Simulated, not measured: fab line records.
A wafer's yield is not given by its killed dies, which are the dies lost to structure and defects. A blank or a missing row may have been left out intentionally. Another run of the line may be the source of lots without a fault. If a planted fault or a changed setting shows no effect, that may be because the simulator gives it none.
What tool caused it? -- flow sky130 -- Sampling: 14 lots, 42 wafers, 5 of 708 route steps

## WHAT THE GAUGES SHOWED, per wafer
SKY_LDD_HVN_TW_MEAS_10.
lot,measured,on,LDD_HVN_TW
L208,day 20 01:09,filmMetro-03,1442 1436 1433
L210,day 20 18:51,filmMetro-02,1434 1437 1442
L212,day 22 01:11,filmMetro-01,1411 1409 1408
L214,day 22 14:45,filmMetro-01,1416 1412 1415
L215,day 22 22:37,filmMetro-02,1420 1424 1432
L220,day 24 21:15,filmMetro-03,1532 1532 1526
L223,day 25 12:25,filmMetro-01,1510 1503 1502
L225,day 26 05:42,filmMetro-03,1445 1454 1447
L226,day 26 21:01,filmMetro-01,1423 1423 1425
L227,day 27 21:12,filmMetro-01,1415 1433 1425
L230,day 28 06:30,filmMetro-02,1437 1449 1441
L229,day 28 08:40,filmMetro-03,1428 1437 1445
L228,day 28 08:41,filmMetro-02,1442 1443 1446
L231,day 28 13:45,filmMetro-03,1439 1430 1435

SKY_LDD_HVP_TW_MEAS_10.
lot,measured,on,LDD_HVP_TW
L208,day 21 07:13,filmMetro-01,451 450 452
L210,day 22 01:48,filmMetro-04,446 448 447
L212,day 23 06:50,filmMetro-04,452 451 454
L214,day 23 20:46,filmMetro-02,455 454 453
L215,day 24 05:27,filmMetro-01,450 451 450
L220,day 26 02:35,filmMetro-01,451 453 454
L223,day 26 18:01,filmMetro-04,452 448 448
L225,day 27 10:29,filmMetro-01,452 454 454
L226,day 28 02:03,filmMetro-04,450 450 451
L227,day 29 01:26,filmMetro-01,458 459 454
L230,day 29 12:02,filmMetro-04,448 446 447
L229,day 29 12:57,filmMetro-04,449 448 448
L228,day 29 14:02,filmMetro-04,448 447 445
L231,day 29 18:01,filmMetro-04,447 445 446

SKY_LDD_LDN_TW_MEAS_13.
lot,measured,on,LDD_LDN_TW
L208,day 22 13:13,filmMetro-03,1487 1482 1482
L210,day 23 09:21,filmMetro-04,1472 1466 1463
L212,day 24 14:15,filmMetro-01,1458 1462 1469
L214,day 25 03:04,filmMetro-01,1448 1452 1449
L215,day 25 11:52,filmMetro-03,1475 1492 1487
L220,day 27 07:27,filmMetro-01,1471 1474 1470
L223,day 27 23:28,filmMetro-03,1482 1489 1482
L225,day 28 15:27,filmMetro-01,1463 1462 1467
L226,day 29 07:01,filmMetro-03,1489 1483 1495
L227,day 30 05:30,filmMetro-04,1464 1460 1462
L230,day 30 15:42,filmMetro-04,1464 1462 1462
L229,day 30 16:01,filmMetro-01,1472 1470 1469
L228,day 30 18:33,filmMetro-03,1479 1475 1481
L231,day 30 21:55,filmMetro-04,1464 1462 1460

SKY_SPACER_THK_MEAS_01.
lot,measured,on,SPACER_CVD_00_THK (nm)
L208,day 22 15:08,filmMetro-02,43.1 42.5 42.6
L210,day 23 10:40,filmMetro-03,43.2 43.5 43.4
L212,day 24 15:34,filmMetro-04,43.3 43.2 43.3
L214,day 25 04:33,filmMetro-04,43.2 43.2 42.9
L215,day 25 13:10,filmMetro-04,44.2 44.3 44.6
L220,day 27 08:46,filmMetro-03,43.7 43.6 43.9
L223,day 28 00:46,filmMetro-04,42.8 43.0 42.9
L225,day 28 17:10,filmMetro-02,43.3 43.0 43.7
L226,day 29 08:19,filmMetro-03,43.0 42.6 43.0
L227,day 30 06:53,filmMetro-03,43.5 43.0 43.2
L230,day 30 18:04,filmMetro-03,42.8 43.1 42.8
L229,day 30 18:04,filmMetro-02,43.2 43.2 42.8
L228,day 30 19:52,filmMetro-03,43.7 43.1 43.5
L231,day 30 23:56,filmMetro-04,43.3 43.6 43.2

## WHAT TOOL EACH LOT RAN ON (gives the tool, then ch and the chambers of the sampled wafers, and finally the start)
lot,SKY_LDD_HVN_IMPLANT_08
L208,"implanter-01 ch 0, day 20 00:55"
L210,"implanter-04 ch 0, day 20 18:36"
L212,"implanter-01 ch 0, day 22 00:56"
L214,"implanter-01 ch 0, day 22 14:31"
L215,"implanter-04 ch 0, day 22 22:23"
L220,"implanter-01 ch 0, day 24 21:00"
L223,"implanter-01 ch 0, day 25 12:10"
L225,"implanter-03 ch 0, day 26 05:27"
L226,"implanter-04 ch 0, day 26 20:46"
L227,"implanter-04 ch 0, day 27 20:57"
L230,"implanter-03 ch 0, day 28 06:15"
L229,"implanter-01 ch 0, day 28 08:26"
L228,"implanter-03 ch 0, day 28 08:26"
L231,"implanter-04 ch 0, day 28 13:31"
- SKY_LDD_HVN_IMPLANT_08

## WHAT THE TOOLS THEMSELVES READ (means of the sampled wafers that have a number; where no wafer has one, the mark that the record gives instead)
SKY_LDD_HVN_IMPLANT_08.
lot,tool,beamEnergyKeV
L208,implanter-01,59.990
L210,implanter-04,59.991
L212,implanter-01,60.005
L214,implanter-01,60.009
L215,implanter-04,60.011
L220,implanter-01,77.279
L223,implanter-01,77.274
L225,implanter-03,60.027
L226,implanter-04,60.018
L227,implanter-04,59.994
L230,implanter-03,60.008
L229,implanter-01,59.996
L228,implanter-03,60.002
L231,implanter-04,60.006

## THE ANSWER, worked out from the rows above alone
Rule: the lots themselves supply what counts as usual. The widest of any qualifying gaps counts: lots, ordered by their means at a reading, are off when they make up no more than a third of the lots, leave a main group of 4 or more, and stand apart from it by 3 or more times the standard deviation of that group's means. If all means in a main group match to the digits the tables above print for the reading, that group is not used. A lot without any number at a reading at which 4 lots or more have one is off too. Where the step has rows for the other lots, those lots are counted as sound. After the gauges, taken in route order, come the tools' own readings; for these a lot's mean is taken, as printed above. The first step at which some lot is off is used, and at that step the reading that is off furthest; a lot without a number counts as furthest.
Off: L220, L223, at SKY_LDD_HVN_TW_MEAS_10 (LDD_HVN_TW). Main group: mean 1431, sd 12.
If a tool, at a process step before that reading, ran all the lots that are off and no sound lot after the first of them, it fits. Not tried: the gauges at SKY_LDD_HVN_TW_MEAS_10; whatever is off there is also off at SKY_LDD_HVN_IMPLANT_08, on other tools, and gauge error can't account for it. Not one of the candidates tried fits.

## WHAT WAS PUT IN BY THE SIMULATOR
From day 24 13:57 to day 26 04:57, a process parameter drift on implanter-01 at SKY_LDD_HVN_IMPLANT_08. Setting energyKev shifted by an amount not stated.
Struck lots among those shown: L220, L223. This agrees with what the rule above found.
